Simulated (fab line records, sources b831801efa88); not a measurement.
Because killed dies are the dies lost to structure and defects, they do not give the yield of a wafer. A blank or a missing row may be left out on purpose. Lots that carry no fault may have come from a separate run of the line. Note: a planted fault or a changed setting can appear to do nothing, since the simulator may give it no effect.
Which tool did it? / flow gf180mcu / 12 lots, 36 wafers sampled, at 4 steps of a route of 602

== WHAT THE GAUGES READ, wafer by wafer ==
GF_V5_THK_MEAS_03.
lot=L075; measured=day 27 02:10; on=film_metro-02; V5_CVD_02_THK (nm)=1411 1405 1438
lot=L076; measured=day 27 06:46; on=film_metro-01; V5_CVD_02_THK (nm)=1425 1430 1461
lot=L079; measured=day 27 23:29; on=film_metro-03; V5_CVD_02_THK (nm)=1438 1467 1455
lot=L081; measured=day 28 15:01; on=film_metro-02; V5_CVD_02_THK (nm)=1438 1447 1440
lot=L083; measured=day 29 11:11; on=film_metro-03; V5_CVD_02_THK (nm)=1453 1466 1476
lot=L085; measured=day 30 00:42; on=film_metro-01; V5_CVD_02_THK (nm)=1451 1466 1468
lot=L087; measured=day 30 16:07; on=film_metro-01; V5_CVD_02_THK (nm)=1426 1452 1478
lot=L088; measured=day 31 04:46; on=film_metro-02; V5_CVD_02_THK (nm)=1427 1456 1455
lot=L090; measured=day 31 16:16; on=film_metro-01; V5_CVD_02_THK (nm)=1433 1453 1460
lot=L093; measured=day 32 06:50; on=film_metro-03; V5_CVD_02_THK (nm)=1414 1436 1450
lot=L094; measured=day 32 11:38; on=film_metro-03; V5_CVD_02_THK (nm)=1440 1440 1464
lot=L097; measured=day 33 02:04; on=film_metro-02; V5_CVD_02_THK (nm)=1438 1466 1500

== WHAT TOOL EACH LOT RAN ON (gives the tool, then ch and the chambers of the sampled wafers, and finally the start) ==
lot=L075; GF_V2_SPUTTER_22=pvd_sputter-04, day 20 22:20; GF_M3_SPUTTER_00=pvd_sputter-02, day 20 22:58; GF_MIM_CVD_05=pecvd-04 ch 0,1,2, day 25 06:24
lot=L076; GF_V2_SPUTTER_22=pvd_sputter-04, day 21 09:55; GF_M3_SPUTTER_00=pvd_sputter-02, day 21 10:32; GF_MIM_CVD_05=pecvd-04 ch 1,2, day 25 11:26
lot=L079; GF_V2_SPUTTER_22=pvd_sputter-04, day 22 04:47; GF_M3_SPUTTER_00=pvd_sputter-02, day 22 05:25; GF_MIM_CVD_05=pecvd-01 ch 0,2, day 26 04:56
lot=L081; GF_V2_SPUTTER_22=pvd_sputter-04, day 22 22:31; GF_M3_SPUTTER_00=pvd_sputter-02, day 22 23:10; GF_MIM_CVD_05=pecvd-01 ch 0,1,2, day 26 20:32
lot=L083; GF_V2_SPUTTER_22=pvd_sputter-04, day 23 22:04; GF_M3_SPUTTER_00=pvd_sputter-03, day 23 22:43; GF_MIM_CVD_05=pecvd-02 ch 0,1,2, day 27 18:05
lot=L085; GF_V2_SPUTTER_22=pvd_sputter-01, day 24 12:29; GF_M3_SPUTTER_00=pvd_sputter-04, day 24 13:07; GF_MIM_CVD_05=pecvd-01 ch 0,1,2, day 28 08:20
lot=L087; GF_V2_SPUTTER_22=pvd_sputter-02, day 25 07:41; GF_M3_SPUTTER_00=pvd_sputter-03, day 25 08:19; GF_MIM_CVD_05=pecvd-02 ch 1,2, day 29 01:17
lot=L088; GF_V2_SPUTTER_22=pvd_sputter-01, day 25 23:22; GF_M3_SPUTTER_00=pvd_sputter-04, day 25 23:59; GF_MIM_CVD_05=pecvd-02 ch 0,1,2, day 29 15:11
lot=L090; GF_V2_SPUTTER_22=pvd_sputter-04, day 26 13:48; GF_M3_SPUTTER_00=pvd_sputter-02, day 26 14:33; GF_MIM_CVD_05=pecvd-04 ch 0,1,2, day 30 04:19
lot=L093; GF_V2_SPUTTER_22=pvd_sputter-04, day 27 08:07; GF_M3_SPUTTER_00=pvd_sputter-03, day 27 08:46; GF_MIM_CVD_05=pecvd-01 ch 1,2, day 30 19:05
lot=L094; GF_V2_SPUTTER_22=pvd_sputter-01, day 27 12:08; GF_M3_SPUTTER_00=pvd_sputter-02, day 27 12:46; GF_MIM_CVD_05=pecvd-04 ch 1,2, day 30 23:47
lot=L097; GF_V2_SPUTTER_22=pvd_sputter-04, day 28 07:08; GF_M3_SPUTTER_00=pvd_sputter-02, day 28 07:46; GF_MIM_CVD_05=pecvd-02 ch 0,2, day 31 15:25
- GF_V2_SPUTTER_22: material TiN, target thk 10 nm, time 40 s.
- GF_M3_SPUTTER_00: material Ti, target thk 37.5 nm, time 150 s.
- GF_MIM_CVD_05: deposits Si3N4, target thk 42 nm, time 29.086 s.

== THE ANSWER, worked out from the rows above alone ==
Rule: usual is defined by the lots themselves. Put in order of their means at a reading, lots are off if they are a third of the lots or fewer, leave a main group of 4 or more, and stand apart from it by a gap of 3 or more times the standard deviation of the main group's means; of several such gaps the widest counts. A main group is skipped when, at the precision printed for the reading in the tables above, its means are all equal. A lot without any number at a reading at which 4 lots or more have one is off too. Any other lot the step has rows for is counted as sound.
None of the lots is off at any reading shown; this tells nothing.

== WHAT HAD BEEN PUT IN BY THE SIMULATOR ==
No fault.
